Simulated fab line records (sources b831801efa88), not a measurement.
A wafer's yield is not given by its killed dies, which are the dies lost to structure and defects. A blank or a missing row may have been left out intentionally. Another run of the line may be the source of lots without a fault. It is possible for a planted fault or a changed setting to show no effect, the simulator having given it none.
Chamber matching :: flow gf180mcu :: GF_STI_CVD_23 on hdpcvd-01 has 3 sister chambers
The step deposits SiO2, target thk 650 nm, time 108.3 s. 3 wafers are shown with their chamber, then 7 later ones without.

WAFERS WITH THEIR CHAMBER
wafer: L469.3
chamber: 1
susceptor temp C (C): 600.00

wafer: L475.1
chamber: 0
susceptor temp C (C): 599.82

wafer: L475.4
chamber: 2
susceptor temp C (C): 600.28

WAFERS WITHOUT THEIR CHAMBER
wafer: L475.5
susceptor temp C (C): 600.10

wafer: L478.1
susceptor temp C (C): 599.73

wafer: L478.4
susceptor temp C (C): 600.24

wafer: L478.6
susceptor temp C (C): 600.10

wafer: L486.1
susceptor temp C (C): 599.63

wafer: L486.2
susceptor temp C (C): 600.11

wafer: L486.3
susceptor temp C (C): 600.40

CHAMBER TAKEN BY EACH
wafer: L475.5
from the rows above: can't be placed: 1 or 2 or 0
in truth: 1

wafer: L478.1
from the rows above: can't be placed: 0 or 1
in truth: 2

wafer: L478.4
from the rows above: can't be placed: 2 or 1
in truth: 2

wafer: L478.6
from the rows above: can't be placed: 1 or 2 or 0
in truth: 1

wafer: L486.1
from the rows above: can't be placed: 0 or 1
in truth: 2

wafer: L486.2
from the rows above: can't be placed: 1 or 2 or 0
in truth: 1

wafer: L486.3
from the rows above: 2
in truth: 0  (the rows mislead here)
Placed correctly: 0 of 7. Unplaceable from these rows: 6, with the true chamber sitting among the candidates in 4. Wrongly placed: 1.
How it was worked out, from the rows above alone: a wafer's distance from a chamber is the root of the sum, over the readings, of the square of ((its reading less the chamber's mean) divided by the reading's scatter). The wafer belongs to the nearest chamber; if the next one is less than 2 further off, it can't be placed. A chamber's mean is the mean of its shown wafers. The scatter (one wafer shown for each chamber): square how far every hidden wafer sits from the nearest shown wafer, average those squares and take the square root.
